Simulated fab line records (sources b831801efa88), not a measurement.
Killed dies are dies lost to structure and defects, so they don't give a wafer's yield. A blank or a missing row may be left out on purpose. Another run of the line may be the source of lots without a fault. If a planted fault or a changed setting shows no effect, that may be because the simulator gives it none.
fab line records + flow sky130
record:
- lots: 12
- wafers: 36
- lastDay: 50
route steps=708 shown POLY_CUT@315 SD_P@330 RES_XHIGH@334 LI_CONTACT@378 PAD_OPEN@708
lots that met no fault: from a run of the same line without faults
startH: hours from the record's first day to the start of the lot's first wafer shown + waitH: hours from the lot's prior step to this one + " identical to the entry in the row above + L1.1+2: a row that stands for several wafers + - value missing, or start not given + * or withheld: withheld + < > ~ a bound
route shown NAME@n: NAME is a module with steps in the file, n the number in the route of the first one + usual: average and standard deviation across the fault-free wafers + same: alike in all rows + chamber/n: place in a boat + sites: each site's reading + _std_site: standard deviation of those values + _edge_site: outer sites' mean less inner sites' + radiusMm: how far each site lies from the wafer's centre + mask NAME#n: copy n + behind: tool/chamber where the wafer was last shaped + hold: the reason the lot was held/the length of the hold in hours/how it ended + device: the transistor (n, p or np) that didn't switch + end of line: tests of these same wafers at the route's end + step lacking rows: just its recipe + killed: dies lost to structure and defects at the first sort, not the wafer's yield + map: shows each die of a wafer: x if killed, . if not, _ if none is there
set.NAME: the setting that was run; set.NAME@STEP: the one run at that earlier step + model.NAME: the simulator's own value behind a step, which no gauge read
the route's steps for a sample of lots (tables are steps, rows are wafers)
services: the hour from which a tool's chamber was out of use, counted from the record's first day as startH (under 0 if before that day), plus the number of hours and why
== steps ==
step: SKY_POLY_CUT_CD_MEAS_08
recipe:
- targetCdNm: 270
usual:
- cdNm: 270.0/1.5
| lot.wafer | tool     | chamber | startH | waitH | cdNm  |
|-----------|----------|---------|--------|-------|-------|
| L107.2    | cdSem-02 | -       | 560.81 | -     | 268.9 |
| L107.3    | "        | -       | "      | "     | 268.7 |
| L107.4    | "        | -       | "      | "     | 268.9 |
| L113.1    | cdSem-02 | -       | 617.49 | -     | 269.1 |
| L113.4    | "        | -       | "      | "     | 268.9 |
| L113.5    | "        | -       | "      | "     | 269.3 |
| L114.2    | cdSem-01 | -       | 623.61 | -     | 270.8 |
| L114.3    | "        | -       | "      | "     | 270.0 |
| L114.6    | "        | -       | "      | "     | 270.3 |
| L116.1    | cdSem-01 | -       | 650.27 | -     | 269.4 |
| L116.3    | "        | -       | "      | "     | 269.9 |
| L116.5    | "        | -       | "      | "     | 271.5 |
| L118.1    | cdSem-01 | -       | 663.44 | -     | 268.1 |
| L118.2    | "        | -       | "      | "     | 268.8 |
| L118.6    | "        | -       | "      | "     | 268.4 |
| L119.3    | cdSem-02 | -       | 670.98 | -     | 268.6 |
| L119.4    | "        | -       | "      | "     | 267.4 |
| L119.6    | "        | -       | "      | "     | 268.3 |
| L120.2    | cdSem-01 | -       | 677.81 | -     | 269.7 |
| L120.3    | "        | -       | "      | "     | 269.1 |
| L120.5    | "        | -       | "      | "     | 271.1 |
| L121.4    | cdSem-02 | -       | 686.45 | -     | 271.7 |
| L121.5    | "        | -       | "      | "     | 273.2 |
| L121.6    | "        | -       | "      | "     | 272.6 |
| L124.3    | cdSem-02 | -       | 709.88 | -     | 268.4 |
| L124.4    | "        | -       | "      | "     | 269.5 |
| L124.5    | "        | -       | "      | "     | 268.9 |
| L126.1    | cdSem-02 | -       | 720.39 | -     | 272.1 |
| L126.4    | "        | -       | "      | "     | 269.9 |
| L126.6    | "        | -       | "      | "     | 271.3 |
| L128.3    | cdSem-01 | -       | 739.01 | -     | 267.9 |
| L128.4    | "        | -       | "      | "     | 268.0 |
| L128.5    | "        | -       | "      | "     | 266.9 |
| L129.1    | cdSem-02 | -       | 744.44 | -     | 269.9 |
| L129.3    | "        | -       | "      | "     | 269.8 |
| L129.5    | "        | -       | "      | "     | 270.4 |
step: SKY_SD_P_STRIP_10
recipe:
- chemistry: O2/N2
- powerW: 1400
- pressureMtorr: 1500
- platenTempC: withheld
- o2FlowSccm: 3000
- n2FlowSccm: 300
- overashFraction: 0.5
usual:
- drypumpMotorCurrentA: 5.7/0.49
- oesProductAu: 0.617/0.0045
- stripTimeToEndpointS: 17.52/0.042
| lot.wafer | tool           | chamber | startH | waitH | drypumpMotorCurrentA | oesProductAu | rfHoursCounterH | stripTimeToEndpointS |
|-----------|----------------|---------|--------|-------|----------------------|--------------|-----------------|----------------------|
| L107.2    | plasmaAsher-01 | 0       | 591.32 | 0.1   | 5.7                  | 0.621        | 51              | 17.56                |
| L107.3    | "              | 1       | "      | "     | 5.9                  | 0.616        | -               | 17.55                |
| L107.4    | "              | 0       | "      | "     | 5.8                  | 0.616        | -               | 17.54                |
| L113.1    | plasmaAsher-03 | 1       | 646.95 | 0.1   | 6.5                  | 0.617        | 92              | 17.49                |
| L113.4    | "              | 1       | "      | "     | 6.5                  | 0.620        | -               | 17.50                |
| L113.5    | "              | 1       | "      | "     | 6.5                  | 0.619        | -               | 17.48                |
| L114.2    | plasmaAsher-03 | 1       | 653.84 | 0.1   | 6.5                  | 0.616        | 92              | 17.47                |
| L114.3    | "              | 1       | "      | "     | 6.5                  | 0.623        | -               | 17.47                |
| L114.6    | "              | 0       | "      | "     | 6.1                  | 0.625        | -               | 17.44                |
| L116.1    | plasmaAsher-03 | 1       | 679.19 | 0.1   | 6.5                  | 0.621        | 95              | 17.53                |
| L116.3    | "              | 1       | "      | "     | 6.4                  | 0.618        | -               | 17.52                |
| L116.5    | "              | 0       | "      | "     | 6.1                  | 0.612        | -               | 17.52                |
| L118.1    | plasmaAsher-04 | 1       | 691.68 | 0.1   | 5.4                  | 0.612        | 92              | 17.60                |
| L118.2    | "              | 0       | "      | "     | 5.0                  | 0.616        | 92              | 17.57                |
| L118.6    | "              | 1       | "      | "     | 5.4                  | 0.620        | -               | 17.55                |
| L119.3    | plasmaAsher-04 | 0       | 699.22 | 0.1   | 5.0                  | 0.617        | -               | 17.56                |
| L119.4    | "              | 1       | "      | "     | 5.5                  | 0.614        | -               | 17.51                |
| L119.6    | "              | 1       | "      | "     | 5.4                  | 0.613        | -               | 17.54                |
| L120.2    | plasmaAsher-04 | 0       | 705.85 | 0.1   | 5.0                  | 0.613        | 94              | 17.53                |
| L120.3    | "              | 0       | "      | "     | 5.0                  | 0.620        | -               | 17.59                |
| L120.5    | "              | 1       | "      | "     | 5.4                  | 0.612        | -               | 17.55                |
| L121.4    | plasmaAsher-04 | 1       | 714.38 | 0.1   | 5.4                  | 0.620        | -               | 17.45                |
| L121.5    | "              | 1       | "      | "     | 5.4                  | 0.615        | -               | 17.43                |
| L121.6    | "              | 0       | "      | "     | 5.0                  | 0.609        | -               | 17.46                |
| L124.3    | plasmaAsher-04 | 0       | 737.78 | 0.1   | 5.0                  | 0.612        | -               | 17.47                |
| L124.4    | "              | 1       | "      | "     | 5.4                  | 0.614        | -               | 17.51                |
| L124.5    | "              | 1       | "      | "     | 5.5                  | 0.614        | -               | 17.54                |
| L126.1    | plasmaAsher-04 | 0       | 747.68 | 0.1   | 5.0                  | 0.618        | 98              | 17.48                |
| L126.4    | "              | 1       | "      | "     | 5.4                  | 0.620        | -               | 17.52                |
| L126.6    | "              | 0       | "      | "     | 5.0                  | 0.618        | -               | 17.47                |
| L128.3    | plasmaAsher-03 | 1       | 766.63 | 0.1   | 6.4                  | 0.610        | -               | 17.53                |
| L128.4    | "              | 0       | "      | "     | 6.1                  | 0.616        | -               | 17.58                |
| L128.5    | "              | 1       | "      | "     | 6.5                  | 0.626        | -               | 17.52                |
| L129.1    | plasmaAsher-01 | 0       | 771.94 | 0.1   | 5.7                  | 0.616        | 68              | 17.50                |
| L129.3    | "              | 0       | "      | "     | 5.7                  | 0.609        | -               | 17.48                |
| L129.5    | "              | 0       | "      | "     | 5.8                  | 0.611        | -               | 17.44                |
step: SKY_RES_XHIGH_COAT_02
recipe:
- resist: NOVOLAK
- spinRpm: 3000
- resistThkNm: 1140
usual:
- spinSpeedRpm: 2999.9/2.3
| lot.wafer | tool          | chamber | startH | waitH | spinSpeedRpm |
|-----------|---------------|---------|--------|-------|--------------|
| L107.2    | lithoTrack-02 | 0       | 606.12 | 0.1   | 3002.0       |
| L107.3    | "             | 0       | "      | "     | 2999.5       |
| L107.4    | "             | 0       | "      | "     | 3001.5       |
| L113.1    | lithoTrack-01 | 0       | 661.19 | 0.1   | 2998.8       |
| L113.4    | "             | 0       | "      | "     | 3000.2       |
| L113.5    | "             | 0       | "      | "     | 2999.9       |
| L114.2    | lithoTrack-04 | 0       | 668.29 | 0.1   | 2999.2       |
| L114.3    | "             | 0       | "      | "     | 3000.6       |
| L114.6    | "             | 0       | "      | "     | 2999.6       |
| L116.1    | lithoTrack-02 | 0       | 692.99 | 0.1   | 3000.3       |
| L116.3    | "             | 0       | "      | "     | 2999.8       |
| L116.5    | "             | 0       | "      | "     | 2998.8       |
| L118.1    | lithoTrack-02 | 0       | 705.29 | 0.1   | 3000.3       |
| L118.2    | "             | 0       | "      | "     | 3001.8       |
| L118.6    | "             | 0       | "      | "     | 3003.0       |
| L119.3    | lithoTrack-02 | 0       | 713.19 | 0.1   | 3000.1       |
| L119.4    | "             | 0       | "      | "     | 2999.2       |
| L119.6    | "             | 0       | "      | "     | 3003.3       |
| L120.2    | lithoTrack-02 | 0       | 719.22 | 0.1   | 2998.4       |
| L120.3    | "             | 0       | "      | "     | 3000.2       |
| L120.5    | "             | 0       | "      | "     | 3000.5       |
| L121.4    | lithoTrack-01 | 0       | 728.42 | 0.1   | 3000.9       |
| L121.5    | "             | 0       | "      | "     | 3001.9       |
| L121.6    | "             | 0       | "      | "     | 3003.9       |
| L124.3    | lithoTrack-04 | 0       | 750.72 | 0.1   | 2996.8       |
| L124.4    | "             | 0       | "      | "     | 3000.8       |
| L124.5    | "             | 0       | "      | "     | 2998.1       |
| L126.1    | lithoTrack-02 | 0       | 760.59 | 0.1   | 3001.1       |
| L126.4    | "             | 0       | "      | "     | 2999.8       |
| L126.6    | "             | 0       | "      | "     | 3003.0       |
| L128.3    | lithoTrack-02 | 0       | 779.39 | 0.1   | 3000.2       |
| L128.4    | "             | 0       | "      | "     | 3002.7       |
| L128.5    | "             | 0       | "      | "     | 2996.4       |
| L129.1    | lithoTrack-04 | 0       | 784.62 | 0.1   | 2997.2       |
| L129.3    | "             | 0       | "      | "     | 3001.7       |
| L129.5    | "             | 0       | "      | "     | 3001.9       |
step: SKY_RES_XHIGH_STRIP_08
recipe:
- chemistry: O2/N2
- powerW: 1400
- pressureMtorr: 1500
- platenTempC: withheld
- o2FlowSccm: 3000
- n2FlowSccm: 300
- overashFraction: 0.5
usual:
- drypumpMotorCurrentA: 5.71/0.28
- oesProductAu: 0.711/0.0043
- stripTimeToEndpointS: 14.28/0.042
| lot.wafer | tool           | chamber | startH | waitH | drypumpMotorCurrentA | oesProductAu | rfHoursCounterH | stripTimeToEndpointS |
|-----------|----------------|---------|--------|-------|----------------------|--------------|-----------------|----------------------|
| L107.2    | plasmaAsher-02 | 1       | 621.29 | 0.1   | 5.58                 | 0.718        | 13              | 14.29                |
| L107.3    | "              | 0       | "      | "     | 5.54                 | 0.711        | -               | 14.33                |
| L107.4    | "              | 1       | "      | "     | 5.58                 | 0.719        | -               | 14.29                |
| L113.1    | plasmaAsher-02 | 1       | 675.52 | 0.1   | 5.60                 | 0.704        | 17              | 14.35                |
| L113.4    | "              | 0       | "      | "     | 5.52                 | 0.708        | -               | 14.30                |
| L113.5    | "              | 0       | "      | "     | 5.51                 | 0.709        | -               | 14.33                |
| L114.2    | plasmaAsher-02 | 1       | 682.37 | 0.1   | 5.59                 | 0.717        | 18              | 14.23                |
| L114.3    | "              | 0       | "      | "     | 5.51                 | 0.714        | -               | 14.23                |
| L114.6    | "              | 0       | "      | "     | 5.56                 | 0.705        | -               | 14.26                |
| L116.1    | plasmaAsher-03 | 1       | 707.29 | 0.1   | 6.44                 | 0.717        | 98              | 14.28                |
| L116.3    | "              | 0       | "      | "     | 6.07                 | 0.712        | -               | 14.31                |
| L116.5    | "              | 0       | "      | "     | 6.07                 | 0.710        | -               | 14.28                |
| L118.1    | plasmaAsher-01 | 0       | 719.04 | 0.1   | 5.75                 | 0.705        | 63              | 14.24                |
| L118.2    | "              | 1       | "      | "     | 5.87                 | 0.708        | 63              | 14.26                |
| L118.6    | "              | 0       | "      | "     | 5.76                 | 0.704        | -               | 14.25                |
| L119.3    | plasmaAsher-02 | 1       | 727.35 | 0.1   | 5.58                 | 0.712        | -               | 14.25                |
| L119.4    | "              | 0       | "      | "     | 5.53                 | 0.707        | -               | 14.19                |
| L119.6    | "              | 0       | "      | "     | 5.50                 | 0.711        | -               | 14.22                |
| L120.2    | plasmaAsher-02 | 1       | 733.19 | 0.1   | 5.56                 | 0.715        | 23              | 14.30                |
| L120.3    | "              | 1       | "      | "     | 5.55                 | 0.709        | -               | 14.28                |
| L120.5    | "              | 0       | "      | "     | 5.51                 | 0.707        | -               | 14.33                |
| L121.4    | plasmaAsher-01 | 0       | 742.22 | 0.1   | 5.78                 | 0.709        | -               | 14.30                |
| L121.5    | "              | 0       | "      | "     | 5.75                 | 0.717        | -               | 14.30                |
| L121.6    | "              | 1       | "      | "     | 5.88                 | 0.716        | -               | 14.33                |
| L124.3    | plasmaAsher-03 | 0       | 764.98 | 0.1   | 6.05                 | 0.712        | -               | 14.32                |
| L124.4    | "              | 1       | "      | "     | 6.45                 | 0.705        | -               | 14.29                |
| L124.5    | "              | 1       | "      | "     | 6.45                 | 0.708        | -               | 14.26                |
| L126.1    | plasmaAsher-02 | 1       | 774.34 | 0.1   | 5.55                 | 0.516        | 28              | 6.95                 |
| L126.4    | "              | 1       | "      | "     | 5.55                 | 0.517        | -               | 6.96                 |
| L126.6    | "              | 1       | "      | "     | 5.56                 | 0.511        | -               | 6.97                 |
| L128.3    | plasmaAsher-02 | 0       | 792.72 | 0.1   | 5.51                 | 0.520        | -               | 6.96                 |
| L128.4    | "              | 1       | "      | "     | 5.59                 | 0.514        | -               | 6.93                 |
| L128.5    | "              | 1       | "      | "     | 5.54                 | 0.515        | -               | 6.93                 |
| L129.1    | plasmaAsher-03 | 1       | 798.62 | 0.1   | 6.45                 | 0.712        | 6               | 14.28                |
| L129.3    | "              | 1       | "      | "     | 6.49                 | 0.708        | -               | 14.24                |
| L129.5    | "              | 1       | "      | "     | 6.47                 | 0.711        | -               | 14.25                |
step: SKY_LI_CONTACT_STRIP_16
recipe:
- chemistry: O2/N2
- powerW: 1400
- pressureMtorr: 1500
- platenTempC: withheld
- o2FlowSccm: 3000
- n2FlowSccm: 300
- overashFraction: 0.5
usual:
- drypumpMotorCurrentA: 5.7/0.4
- oesProductAu: 0.375/0.0045
- stripTimeToEndpointS: 3.493/0.027
| lot.wafer | tool           | chamber | startH | waitH | drypumpMotorCurrentA | oesProductAu | rfHoursCounterH | stripTimeToEndpointS |
|-----------|----------------|---------|--------|-------|----------------------|--------------|-----------------|----------------------|
| L107.2    | plasmaAsher-04 | 1       | 681.55 | -     | 5.4                  | 0.375        | 91              | 3.456                |
| L107.3    | "              | 0       | "      | "     | 5.0                  | 0.379        | -               | 3.452                |
| L107.4    | "              | 1       | "      | "     | 5.4                  | 0.372        | -               | 3.480                |
| L113.1    | plasmaAsher-03 | 0       | 733.57 | -     | 6.1                  | 0.373        | 100             | 3.568                |
| L113.4    | "              | 1       | "      | "     | 6.5                  | 0.375        | -               | 3.497                |
| L113.5    | "              | 0       | "      | "     | 6.1                  | 0.372        | -               | 3.471                |
| L114.2    | plasmaAsher-02 | 1       | 740.22 | -     | 5.5                  | 0.373        | 24              | 3.470                |
| L114.3    | "              | 0       | "      | "     | 5.5                  | 0.376        | -               | 3.499                |
| L114.6    | "              | 0       | "      | "     | 5.5                  | 0.370        | -               | 3.492                |
| L116.1    | plasmaAsher-03 | 0       | 763.65 | -     | 6.1                  | 0.377        | 2               | 3.471                |
| L116.3    | "              | 1       | "      | "     | 6.5                  | 0.384        | -               | 3.507                |
| L116.5    | "              | 1       | "      | "     | 6.5                  | 0.377        | -               | 3.495                |
| L118.1    | plasmaAsher-02 | 1       | 774.82 | -     | 5.5                  | 0.373        | 28              | 3.485                |
| L118.2    | "              | 0       | "      | "     | 5.5                  | 0.376        | 28              | 3.486                |
| L118.6    | "              | 0       | "      | "     | 5.5                  | 0.372        | -               | 3.511                |
| L119.3    | plasmaAsher-02 | 0       | 783.84 | -     | 5.6                  | 0.372        | -               | 3.449                |
| L119.4    | "              | 1       | "      | "     | 5.6                  | 0.384        | -               | 3.484                |
| L119.6    | "              | 0       | "      | "     | 5.5                  | 0.377        | -               | 3.462                |
| L120.2    | plasmaAsher-03 | 1       | 788.67 | -     | 6.4                  | 0.370        | 4               | 3.535                |
| L120.3    | "              | 1       | "      | "     | 6.4                  | 0.379        | -               | 3.501                |
| L120.5    | "              | 1       | "      | "     | 6.4                  | 0.374        | -               | 3.520                |
| L121.4    | plasmaAsher-02 | 0       | 799.05 | -     | 5.5                  | 0.377        | -               | 3.458                |
| L121.5    | "              | 1       | "      | "     | 5.5                  | 0.371        | -               | 3.493                |
| L121.6    | "              | 0       | "      | "     | 5.5                  | 0.372        | -               | 3.527                |
| L124.3    | plasmaAsher-02 | 0       | 819.96 | -     | 5.5                  | 0.387        | -               | 3.460                |
| L124.4    | "              | 1       | "      | "     | 5.6                  | 0.369        | -               | 3.491                |
| L124.5    | "              | 0       | "      | "     | 5.5                  | 0.377        | -               | 3.459                |
| L126.1    | plasmaAsher-03 | 0       | 829.27 | -     | 6.0                  | 0.377        | 10              | 3.469                |
| L126.4    | "              | 0       | "      | "     | 6.1                  | 0.373        | -               | 3.489                |
| L126.6    | "              | 0       | "      | "     | 6.1                  | 0.375        | -               | 3.466                |
| L128.3    | plasmaAsher-04 | 0       | 847.45 | -     | 5.0                  | 0.375        | -               | 3.502                |
| L128.4    | "              | 1       | "      | "     | 5.5                  | 0.370        | -               | 3.466                |
| L128.5    | "              | 0       | "      | "     | 5.0                  | 0.374        | -               | 3.532                |
| L129.1    | plasmaAsher-04 | 1       | 853.23 | -     | 5.4                  | 0.368        | 109             | 3.467                |
| L129.3    | "              | 1       | "      | "     | 5.4                  | 0.373        | -               | 3.445                |
| L129.5    | "              | 1       | "      | "     | 5.4                  | 0.374        | -               | 3.475                |
step: SKY_PAD_OPEN_PROBE_99
usual:
- killed_at_M0_to_M3: 43/7.3
- killed_at_M4_up: 3.1/1.8
- killedAtContacts: 24/5.4
- killedAtFrontEnd: 15/4.1
- killedAtOther: 0.2/0.52
- killedDies: 86/10
- killedOpen: 47/7.3
- killedShort: 39/6.4
same:
- grossDies: 492
- killedAtBackSide: 0
| lot.wafer | tool      | chamber | startH  | waitH | killed_at_M0_to_M3 | killed_at_M4_up | killedAtContacts | killedAtFrontEnd | killedAtOther | killedDies | killedOpen | killedShort |
|-----------|-----------|---------|---------|-------|--------------------|-----------------|------------------|------------------|---------------|------------|------------|-------------|
| L120.2    | prober-01 | -       | 1157.45 | 0.1   | 45                 | 1               | 39               | 15               | 0             | 100        | 58         | 41          |
| L120.3    | prober-01 | -       | 1157.50 | 0.2   | 46                 | 3               | 18               | 20               | 0             | 87         | 46         | 41          |
| L120.5    | prober-01 | -       | 1157.60 | 0.2   | 45                 | 0               | 23               | 14               | 0             | 82         | 45         | 36          |
killed by level:class
L120.2 CONTACT:geometricParticle:open=18 VIA1:geometricParticle:open=10 LI_CONTACT:geometricParticle:open=9 VIA1:geometricParticle:short=7 METAL1:geometricParticle:short=6 VIA2:geometricParticle:open=6 VIA3:geometricParticle:open=6 LOCAL_INTERCONNECT:geometricParticle:short=5
L120.3 FIELD_ISO:geometricParticle:open=9 VIA1:geometricParticle:open=9 LOCAL_INTERCONNECT:geometricParticle:short=7 METAL1:geometricParticle:short=6 METAL1:geometricParticle:open=6 FIELD_ISO:geometricParticle:short=5 VIA2:geometricParticle:open=5 CONTACT:geometricParticle:open=5
L120.5 VIA3:geometricParticle:open=9 CONTACT:geometricParticle:open=8 VIA1:geometricParticle:open=8 CONTACT:geometricParticle:short=6 VIA2:geometricParticle:open=6 FIELD_ISO:geometricParticle:short=5 LI_CONTACT:geometricParticle:open=5 METAL2:geometricParticle:short=4
== services ==
| tool           | chamber | startH | hours | kind      |
|----------------|---------|--------|-------|-----------|
| plasmaAsher-03 | -       | 621.64 | 1.5   | repair    |
| plasmaAsher-02 | -       | 644.63 | 14.6  | pm        |
| plasmaAsher-01 | -       | 657.68 | 0.9   | repair    |
| plasmaAsher-01 | -       | 663.05 | 3.1   | repair    |
| plasmaAsher-03 | -       | 679.74 | 5.6   | repair    |
| plasmaAsher-01 | -       | 688.58 | 8.7   | repair    |
| plasmaAsher-04 | -       | 723.76 | 2.8   | pm        |
| plasmaAsher-03 | -       | 733.75 | 9.0   | pm        |
| plasmaAsher-03 | 0       | 733.75 | 9.0   | ventCycle |
| plasmaAsher-03 | 1       | 733.75 | 9.0   | ventCycle |
| plasmaAsher-03 | 0       | 742.75 | -     | clean     |
| plasmaAsher-03 | 1       | 742.75 | -     | clean     |
| plasmaAsher-03 | -       | 768.92 | 2.3   | repair    |
| plasmaAsher-04 | -       | 775.26 | 2.3   | repair    |
| plasmaAsher-01 | -       | 776.04 | 47.9  | pm        |
| plasmaAsher-01 | -       | 846.90 | 1.4   | repair    |
== key ==
firstSign:
- step: SKY_RES_XHIGH_STRIP_08
- reading: stripTimeToEndpointS
- direction: down
- sigmas: 99+
- usual: *
- struck: *
effect:
- step: SKY_RES_XHIGH_STRIP_08
- reading: oesProductAu
- direction: down
- sigmas: 46
- usual: 0.711
- struck: 0.516
metAt SKY_RES_XHIGH_COAT_02
struckLots L126,L128
testerLeftOut L126,L128
notActingAt SKY_POLY_CUT_CD_MEAS_08,SKY_SD_P_STRIP_10,SKY_LI_CONTACT_STRIP_16
onsetBetween 719.22 760.59
alsoFits SKY_RES_XHIGH_STRIP_08:plasmaAsher-02
fault:
- kind: processParameterDrift
- tool: lithoTrack-02
- chamber: -
- onsetH: 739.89
- steps: SKY_RES_XHIGH_COAT_02
- channel: resistThkNm
- offset: -626.33
- shape: step
- endH: 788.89
- actsIn: theseRecipesOnly
- stated: 1140
testerLeftOut: of these lots the tester's yield and bins aren't shown, on N5 and GAA mostly nor the transistor test; their killed dies are dies lost to structure and defects alone, not to doping, threshold or leakage, so they don't give the yield
